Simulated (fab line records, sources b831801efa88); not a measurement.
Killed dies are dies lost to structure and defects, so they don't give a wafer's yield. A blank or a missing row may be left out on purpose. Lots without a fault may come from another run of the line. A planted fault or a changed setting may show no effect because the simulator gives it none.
Chamber matching | flow sky130 | SKY_VIA4_CMP_21 on cmp-01: 4 sister chambers
The step polishes, stops on SiO2, t overpolish 25 s, target thk 0 nm. 8 wafers are shown with their chamber, then 9 later ones without.

WAFERS WITH THEIR CHAMBER
wafer  | chamber | motor_current_A (A) | time_to_endpoint_s (s)
L824.4 | 2       | 10.7                | 125
L824.6 | 0       | 10.4                | 124
L827.1 | 1       | 12.0                | 125
L827.3 | 0       | 10.9                | 123
L827.5 | 3       | 11.4                | 119
L830.1 | 1       | 12.3                | 120
L830.5 | 3       | 11.3                | 124
L830.6 | 2       | 10.4                | 123

WAFERS WITHOUT THEIR CHAMBER
wafer  | motor_current_A (A) | time_to_endpoint_s (s)
L836.1 | 10.8                | 124
L836.4 | 12.0                | 120
L836.5 | 12.3                | 119
L838.1 | 10.1                | 121
L838.2 | 12.2                | 119
L838.6 | 10.5                | 117
L840.2 | 10.3                | 123
L840.5 | 11.3                | 120
L840.6 | 10.6                | 124

WHICH CHAMBER EACH WENT THROUGH
wafer  | from the rows above          | in truth
L836.1 | can't be placed: 0 or 2 or 3 | 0
L836.4 | can't be placed: 1 or 3      | 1
L836.5 | 1                            | 1
L838.1 | can't be placed: 2 or 0      | 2
L838.2 | 1                            | 1
L838.6 | can't be placed: 0 or 2 or 3 | 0
L840.2 | can't be placed: 2 or 0      | 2
L840.5 | 3                            | 3
L840.6 | can't be placed: 2 or 0      | 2
Placed correctly: 3 of 9. Can't be placed from these rows: 6 (the true chamber is among the candidates in 6). Placed wrongly: 0.
How it was worked out, from the rows above alone: a wafer's distance from a chamber is the root of the sum, over the readings, of the square of ((its reading less the chamber's mean) divided by the reading's scatter). The wafer belongs to the nearest chamber; if the next one is less than 2 further off, it can't be placed. A chamber's mean is the mean of its shown wafers. The scatter: the root of (the sum of the squares of (reading less its chamber's mean) over the shown wafers, divided by (wafers less chambers)).
